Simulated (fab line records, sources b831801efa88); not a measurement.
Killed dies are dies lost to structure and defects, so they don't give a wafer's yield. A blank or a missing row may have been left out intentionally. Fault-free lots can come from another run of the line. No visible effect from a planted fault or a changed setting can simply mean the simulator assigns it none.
Which tool is to blame? ; flow gf180mcu ; Sampling: 12 lots, 36 wafers, 3 of 602 route steps

## WHAT EACH GAUGE READ, for each wafer
GF_CONTACT_THK_MEAS_01. Usual: CONTACT_CVD_00_THK 300 nm, standard deviation 4.6.
lot;measured;on;CONTACT_CVD_00_THK (nm);flag
L576;day 15 05:27;film_metro-01;304 297 307;
L580;day 16 17:16;film_metro-01;444 448 452;OFF
L581;day 17 03:31;film_metro-01;447 444 452;OFF
L584;day 18 03:04;film_metro-02;301 303 297;
L588;day 19 17:50;film_metro-02;299 302 295;
L590;day 20 13:17;film_metro-02;308 304 301;
L591;day 20 18:56;film_metro-04;303 295 296;
L592;day 21 05:28;film_metro-01;300 293 292;
L594;day 22 01:04;film_metro-02;296 302 295;
L595;day 22 05:55;film_metro-01;309 302 302;
L597;day 22 18:19;film_metro-01;307 307 308;
L599;day 23 15:18;film_metro-01;302 299 311;

## EACH LOT AND THE TOOL THAT RAN IT (in order: tool; ch and the chambers of the sampled wafers; start)
lot;GF_SALICIDE_RTA_06;GF_CONTACT_CVD_00
L576;rtp_anneal-01 ch 0, day 15 05:01;hdpcvd-01 ch 0,1, day 15 05:25
L580;rtp_anneal-02 ch 0, day 16 16:51;hdpcvd-02 ch 0,1,2, day 16 17:13
L581;rtp_anneal-01 ch 0, day 17 03:11;hdpcvd-02 ch 0,1,2, day 17 03:29
L584;rtp_anneal-01 ch 0, day 18 02:43;hdpcvd-01 ch 0,1,2, day 18 03:01
L588;rtp_anneal-01 ch 0, day 19 17:30;hdpcvd-02 ch 0,1, day 19 17:48
L590;rtp_anneal-01 ch 0, day 20 12:58;hdpcvd-01 ch 0,1, day 20 13:14
L591;rtp_anneal-01 ch 0, day 20 18:37;hdpcvd-02 ch 0,1,2, day 20 18:53
L592;rtp_anneal-02 ch 0, day 21 05:08;hdpcvd-02 ch 0,1,2, day 21 05:25
L594;rtp_anneal-02 ch 0, day 22 00:44;hdpcvd-02 ch 0,2, day 22 00:59
L595;rtp_anneal-02 ch 0, day 22 05:35;hdpcvd-02 ch 0,1,2, day 22 05:51
L597;rtp_anneal-01 ch 0, day 22 17:59;hdpcvd-02 ch 0,1, day 22 18:16
L599;rtp_anneal-02 ch 0, day 23 14:58;hdpcvd-01 ch 0,1,2, day 23 15:16
- GF_SALICIDE_RTA_06: time 30 s.
- GF_CONTACT_CVD_00: deposits SiO2, target thk 300 nm, time 50 s.

## AS READ BY THE TOOLS THEMSELVES (means over the sampled wafers that have a number; for cases with no such wafer, the mark the record gives instead)
GF_SALICIDE_RTA_06. Usual: lamp_power_pct 5.6 %, standard deviation 0.63; wafer_temp_C_max 532.5, standard deviation 0.55.
lot;tool;lamp_power_pct (%);wafer_temp_C_max;flag
L576;rtp_anneal-01;5.1;532.4;
L580;rtp_anneal-02;6.4;532.2;
L581;rtp_anneal-01;5.1;532.5;
L584;rtp_anneal-01;5.1;532.8;
L588;rtp_anneal-01;5.1;532.2;
L590;rtp_anneal-01;5.1;533.0;
L591;rtp_anneal-01;5.1;532.9;
L592;rtp_anneal-02;6.4;532.7;
L594;rtp_anneal-02;6.4;531.9;
L595;rtp_anneal-02;6.4;531.7;
L597;rtp_anneal-01;5.1;532.0;
L599;rtp_anneal-02;6.4;532.4;

GF_CONTACT_CVD_00. Usual: sih4_flow_sccm 60.04 sccm, standard deviation 0.21; susceptor_temp_C 399.99 C, standard deviation 0.22.
lot;tool;sih4_flow_sccm (sccm);susceptor_temp_C (C);flag
L576;hdpcvd-01;60.11;400.04;
L580;hdpcvd-02;90.23;400.10;OFF
L581;hdpcvd-02;89.88;400.15;OFF
L584;hdpcvd-01;59.89;399.85;
L588;hdpcvd-02;59.92;400.20;
L590;hdpcvd-01;60.03;400.12;
L591;hdpcvd-02;60.18;400.13;
L592;hdpcvd-02;60.17;399.89;
L594;hdpcvd-02;60.09;400.00;
L595;hdpcvd-02;60.14;399.74;
L597;hdpcvd-02;59.88;399.95;
L599;hdpcvd-01;60.22;399.97;

## THE ANSWER, worked out from the rows above alone
Rule: a lot is off if the mean of its wafers that have a number lies more than 3 standard deviations from the usual mean. A lot without any number at a reading at which 4 lots or more have one is off too. The other lots that the step has rows for count as sound. First the gauges in route order, then the tools' own readings, where a lot's mean is used as printed above. At the first step where some lot is off, the reading lying furthest off is the one used; lots without a number count as furthest.
Off: at GF_CONTACT_THK_MEAS_01 (CONTACT_CVD_00_THK), L580, L581.
If a tool, at a process step before that reading, ran all the lots that are off and no sound lot after the first of them, it fits. The gauges at GF_CONTACT_THK_MEAS_01 aren't tried: what is off there is off at GF_CONTACT_CVD_00 too, on other tools, and a gauge's error can't cause that. No candidate that was tried fits.

## WHAT THE SIMULATOR HAD INSERTED
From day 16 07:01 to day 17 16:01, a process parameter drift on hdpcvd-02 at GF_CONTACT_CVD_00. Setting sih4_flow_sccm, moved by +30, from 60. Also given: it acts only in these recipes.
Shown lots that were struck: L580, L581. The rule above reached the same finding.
